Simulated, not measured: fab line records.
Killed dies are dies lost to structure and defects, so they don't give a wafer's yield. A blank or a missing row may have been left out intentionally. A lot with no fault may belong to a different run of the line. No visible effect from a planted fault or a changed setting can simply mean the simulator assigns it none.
fab line records :: flow sky130
record:
  lots: 14
  wafers: 42
  last-day: 51
route steps=708 shown SONOS_ONO@168
lots with no fault: from the same line, run without faults
start-h: hours from the record's first day to the start of the lot's first wafer shown :: wait-h: hours since the lot's step before :: " repeats the value in the row above :: L1.1+2: several wafers, shown together as one row :: - no value, or no start given :: * or withheld: withheld :: < > ~ a bound
route shown NAME@n: NAME is a module with steps in the file, n the number in the route of the first one :: usual: mean/standard deviation taken from wafers without a fault :: same: alike in all rows :: chamber/n: place in a boat :: sites: the reading at each site :: _std_site: the values' standard deviation :: _edge_site: mean of outer sites minus mean of inner sites :: radius-mm: how far each site lies from the wafer's centre :: mask NAME#n: copy n :: behind: the last tool/chamber to shape the wafer :: hold: why the lot was held/for how many hours/how that ended :: device: transistor that didn't switch, given as n, p or np :: end of line: at the end of the route, the tests of the same wafers :: step lacking rows: just its recipe :: killed: the dies lost at the first sort to structure and to defects; this is not the yield of the wafer :: map: a wafer's dies, x killed, . not, _ none there
set.NAME: setting as actually run; set.NAME@STEP: the setting as run at that earlier step :: model.NAME: the simulator's own value behind a step, which no gauge read
the route's steps for a sample of lots (tables are steps, rows are wafers)
services: when a tool's chamber went out of use (start-h, in hours from the record's first day, below 0 if earlier), for how many hours, and the reason
== steps ==
step: SKY_SONOS_ONO_OXIDATION_00
recipe:
  temp-c: 800
  ambient: O2
  idle-temp-c: 700
  ramp-up-c-per-min: 10
  ramp-down-c-per-min: 3
  stabilise-s: 600
  purge-s: 300
  target-thk-a: 26
  ox-time-s: 1249
usual:
  ox-temp-c: 800.0/0.36
  ox-temp-c-max: 804.0/1.1
  ramp-up-c-per-min: 9.9999/0.0019
  zone-power-bottom-pct: 20.8/0.92
lot.wafer: L792.1
tool: furnace-02
chamber: 0
start-h: 262.24
wait-h: 1.4
ox-temp-c: 799.8
ox-temp-c-max: 803.4
ramp-up-c-per-min: 10.000
zone-power-bottom-pct: 21.9

lot.wafer: L792.3
tool: furnace-02
chamber: 0
start-h: 262.24
wait-h: 1.4
ox-temp-c: 799.9
ox-temp-c-max: 803.1
ramp-up-c-per-min: 10.003
zone-power-bottom-pct: 21.6

lot.wafer: L792.6
tool: furnace-02
chamber: 0
start-h: 262.24
wait-h: 1.4
ox-temp-c: 800.0
ox-temp-c-max: 803.2
ramp-up-c-per-min: 10.000
zone-power-bottom-pct: 21.4

lot.wafer: L793.1
tool: furnace-02
chamber: 0
start-h: 269.36
wait-h: 0.2
ox-temp-c: 799.7
ox-temp-c-max: 804.1
ramp-up-c-per-min: 10.002
zone-power-bottom-pct: 21.1

lot.wafer: L793.4
tool: furnace-02
chamber: 0
start-h: 269.36
wait-h: 0.2
ox-temp-c: 799.7
ox-temp-c-max: 802.6
ramp-up-c-per-min: 9.9983
zone-power-bottom-pct: 21.4

lot.wafer: L793.5
tool: furnace-02
chamber: 0
start-h: 269.36
wait-h: 0.2
ox-temp-c: 799.8
ox-temp-c-max: 803.6
ramp-up-c-per-min: 9.9994
zone-power-bottom-pct: 21.0

lot.wafer: L794.3
tool: furnace-02
chamber: 0
start-h: 273.16
wait-h: 0.0
ox-temp-c: 800.3
ox-temp-c-max: 803.7
ramp-up-c-per-min: 10.000
zone-power-bottom-pct: 21.3

lot.wafer: L794.4
tool: furnace-02
chamber: 0
start-h: 273.16
wait-h: 0.0
ox-temp-c: 800.3
ox-temp-c-max: 804.9
ramp-up-c-per-min: 9.9992
zone-power-bottom-pct: 21.6

lot.wafer: L794.5
tool: furnace-02
chamber: 0
start-h: 273.16
wait-h: 0.0
ox-temp-c: 800.4
ox-temp-c-max: 803.9
ramp-up-c-per-min: 9.9985
zone-power-bottom-pct: 21.5

lot.wafer: L796.1
tool: furnace-02
chamber: 0
start-h: 288.00
wait-h: 0.2
ox-temp-c: 800.1
ox-temp-c-max: 802.9
ramp-up-c-per-min: 10.001
zone-power-bottom-pct: 21.6

lot.wafer: L796.5
tool: furnace-02
chamber: 0
start-h: 288.00
wait-h: 0.2
ox-temp-c: 800.0
ox-temp-c-max: 804.4
ramp-up-c-per-min: 10.000
zone-power-bottom-pct: 21.6

lot.wafer: L796.6
tool: furnace-02
chamber: 0
start-h: 288.00
wait-h: 0.2
ox-temp-c: 800.1
ox-temp-c-max: 803.2
ramp-up-c-per-min: 10.001
zone-power-bottom-pct: 21.9

lot.wafer: L797.4
tool: furnace-02
chamber: 0
start-h: 299.32
wait-h: 0.2
ox-temp-c: 799.3
ox-temp-c-max: 802.8
ramp-up-c-per-min: 9.9956
zone-power-bottom-pct: 21.7

lot.wafer: L797.5
tool: furnace-02
chamber: 0
start-h: 299.32
wait-h: 0.2
ox-temp-c: 800.1
ox-temp-c-max: 803.3
ramp-up-c-per-min: 9.9989
zone-power-bottom-pct: 21.7

lot.wafer: L797.6
tool: furnace-02
chamber: 0
start-h: 299.32
wait-h: 0.2
ox-temp-c: 800.1
ox-temp-c-max: 803.2
ramp-up-c-per-min: 10.001
zone-power-bottom-pct: 21.5

lot.wafer: L798.2
tool: furnace-02
chamber: 0
start-h: 307.24
wait-h: 0.0
ox-temp-c: 799.8
ox-temp-c-max: 803.6
ramp-up-c-per-min: 9.9973
zone-power-bottom-pct: 21.5

lot.wafer: L798.3
tool: furnace-02
chamber: 0
start-h: 307.24
wait-h: 0.0
ox-temp-c: 800.5
ox-temp-c-max: 803.3
ramp-up-c-per-min: 10.001
zone-power-bottom-pct: 21.5

lot.wafer: L798.4
tool: furnace-02
chamber: 0
start-h: 307.24
wait-h: 0.0
ox-temp-c: 800.2
ox-temp-c-max: 803.6
ramp-up-c-per-min: 10.005
zone-power-bottom-pct: 21.4

lot.wafer: L799.1
tool: furnace-02
chamber: 0
start-h: 315.22
wait-h: 0.0
ox-temp-c: 799.7
ox-temp-c-max: 802.3
ramp-up-c-per-min: 9.9979
zone-power-bottom-pct: 21.0

lot.wafer: L799.2
tool: furnace-02
chamber: 0
start-h: 315.22
wait-h: 0.0
ox-temp-c: 800.4
ox-temp-c-max: 804.0
ramp-up-c-per-min: 10.0000
zone-power-bottom-pct: 21.4

lot.wafer: L799.5
tool: furnace-02
chamber: 0
start-h: 315.22
wait-h: 0.0
ox-temp-c: 800.1
ox-temp-c-max: 803.3
ramp-up-c-per-min: 10.000
zone-power-bottom-pct: 21.7

lot.wafer: L802.2
tool: furnace-01
chamber: 0
start-h: 343.73
wait-h: 0.3
ox-temp-c: 800.3
ox-temp-c-max: 806.0
ramp-up-c-per-min: 10.001
zone-power-bottom-pct: 19.7

lot.wafer: L802.3
tool: furnace-01
chamber: 0
start-h: 343.73
wait-h: 0.3
ox-temp-c: 800.2
ox-temp-c-max: 804.9
ramp-up-c-per-min: 10.002
zone-power-bottom-pct: 19.6

lot.wafer: L802.4
tool: furnace-01
chamber: 0
start-h: 343.73
wait-h: 0.3
ox-temp-c: 800.6
ox-temp-c-max: 806.6
ramp-up-c-per-min: 10.001
zone-power-bottom-pct: 19.8

lot.wafer: L804.1
tool: furnace-01
chamber: 0
start-h: 366.64
wait-h: 0.3
ox-temp-c: 800.6
ox-temp-c-max: 803.9
ramp-up-c-per-min: 9.9989
zone-power-bottom-pct: 19.2

lot.wafer: L804.2
tool: furnace-01
chamber: 0
start-h: 366.64
wait-h: 0.3
ox-temp-c: 800.1
ox-temp-c-max: 805.0
ramp-up-c-per-min: 9.9961
zone-power-bottom-pct: 19.9

lot.wafer: L804.5
tool: furnace-01
chamber: 0
start-h: 366.64
wait-h: 0.3
ox-temp-c: 799.4
ox-temp-c-max: 803.2
ramp-up-c-per-min: 10.000
zone-power-bottom-pct: 19.6

lot.wafer: L808.2
tool: furnace-02
chamber: 0
start-h: 402.70
wait-h: 3.9
ox-temp-c: 800.3
ox-temp-c-max: 803.4
ramp-up-c-per-min: 9.9976
zone-power-bottom-pct: 21.5

lot.wafer: L808.5
tool: furnace-02
chamber: 0
start-h: 402.70
wait-h: 3.9
ox-temp-c: 800.2
ox-temp-c-max: 803.9
ramp-up-c-per-min: 9.9987
zone-power-bottom-pct: 21.6

lot.wafer: L808.6
tool: furnace-02
chamber: 0
start-h: 402.70
wait-h: 3.9
ox-temp-c: 800.5
ox-temp-c-max: 803.6
ramp-up-c-per-min: 10.001
zone-power-bottom-pct: 21.4

lot.wafer: L809.2
tool: furnace-02
chamber: -
start-h: 409.76
wait-h: 3.5
ox-temp-c: -
ox-temp-c-max: -
ramp-up-c-per-min: -
zone-power-bottom-pct: -

lot.wafer: L809.3
tool: furnace-02
chamber: -
start-h: 409.76
wait-h: 3.5
ox-temp-c: -
ox-temp-c-max: -
ramp-up-c-per-min: -
zone-power-bottom-pct: -

lot.wafer: L809.4
tool: furnace-02
chamber: -
start-h: 409.76
wait-h: 3.5
ox-temp-c: -
ox-temp-c-max: -
ramp-up-c-per-min: -
zone-power-bottom-pct: -

lot.wafer: L810.1
tool: furnace-02
chamber: -
start-h: 409.76
wait-h: 0.9
ox-temp-c: -
ox-temp-c-max: -
ramp-up-c-per-min: -
zone-power-bottom-pct: -

lot.wafer: L810.3
tool: furnace-02
chamber: -
start-h: 409.76
wait-h: 0.9
ox-temp-c: -
ox-temp-c-max: -
ramp-up-c-per-min: -
zone-power-bottom-pct: -

lot.wafer: L810.6
tool: furnace-02
chamber: -
start-h: 409.76
wait-h: 0.9
ox-temp-c: -
ox-temp-c-max: -
ramp-up-c-per-min: -
zone-power-bottom-pct: -

lot.wafer: L811.1
tool: furnace-02
chamber: 0
start-h: 422.27
wait-h: 4.8
ox-temp-c: 799.8
ox-temp-c-max: 804.4
ramp-up-c-per-min: 10.002
zone-power-bottom-pct: 21.3

lot.wafer: L811.2
tool: furnace-02
chamber: 0
start-h: 422.27
wait-h: 4.8
ox-temp-c: 800.4
ox-temp-c-max: 804.1
ramp-up-c-per-min: 10.002
zone-power-bottom-pct: 21.1

lot.wafer: L811.6
tool: furnace-02
chamber: 0
start-h: 422.27
wait-h: 4.8
ox-temp-c: 799.6
ox-temp-c-max: 803.2
ramp-up-c-per-min: 9.9976
zone-power-bottom-pct: 21.4

lot.wafer: L815.2
tool: furnace-01
chamber: 0
start-h: 444.03
wait-h: 0.7
ox-temp-c: 799.9
ox-temp-c-max: 804.9
ramp-up-c-per-min: 10.000
zone-power-bottom-pct: 19.8

lot.wafer: L815.3
tool: furnace-01
chamber: 0
start-h: 444.03
wait-h: 0.7
ox-temp-c: 800.5
ox-temp-c-max: 804.9
ramp-up-c-per-min: 9.9955
zone-power-bottom-pct: 19.7

lot.wafer: L815.5
tool: furnace-01
chamber: 0
start-h: 444.03
wait-h: 0.7
ox-temp-c: 799.4
ox-temp-c-max: 807.3
ramp-up-c-per-min: 10.001
zone-power-bottom-pct: 19.9
== services ==
tool: furnace-01
chamber: -
start-h: 255.98
hours: 4.0
kind: pm

tool: furnace-02
chamber: -
start-h: 343.51
hours: 2.6
kind: pm

tool: furnace-02
chamber: -
start-h: 394.54
hours: 3.6
kind: pm

tool: furnace-01
chamber: -
start-h: 416.03
hours: 7.5
kind: pm

tool: furnace-01
chamber: -
start-h: 423.53
hours: 3.8
kind: pm
== key ==
first-sign:
  step: SKY_SONOS_ONO_OXIDATION_00
  reading: tool-record
  direction: missing
effect none on later readings
met-at SKY_SONOS_ONO_OXIDATION_00
struck-lots L809,L810
later-rows-left-out L809.2,L809.3,L809.4,L810.1,L810.3,L810.6
sort-left-out L809.2,L809.3,L809.4,L810.1,L810.3,L810.6
tester-left-out L809,L810
onset-between 402.70 409.76
fault:
  kind: skipped-step-whole
  tool: furnace-02
  chamber: -
  onset-h: 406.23
  steps: SKY_SONOS_ONO_OXIDATION_00
  scope: struck-lots-only
tester-left-out: of these lots the tester's yield and bins aren't shown, on N5 and GAA mostly nor the transistor test; their killed dies are dies lost to structure and defects alone, not to doping, threshold or leakage, so they don't give the yield
sort-left-out: the simulated sort isn't trusted on such a fault, so these wafers' sort isn't shown, and their yield isn't known
later-rows-left-out: the simulator's readings of these wafers behind a module that went badly wrong aren't trusted and aren't shown, but for the sort
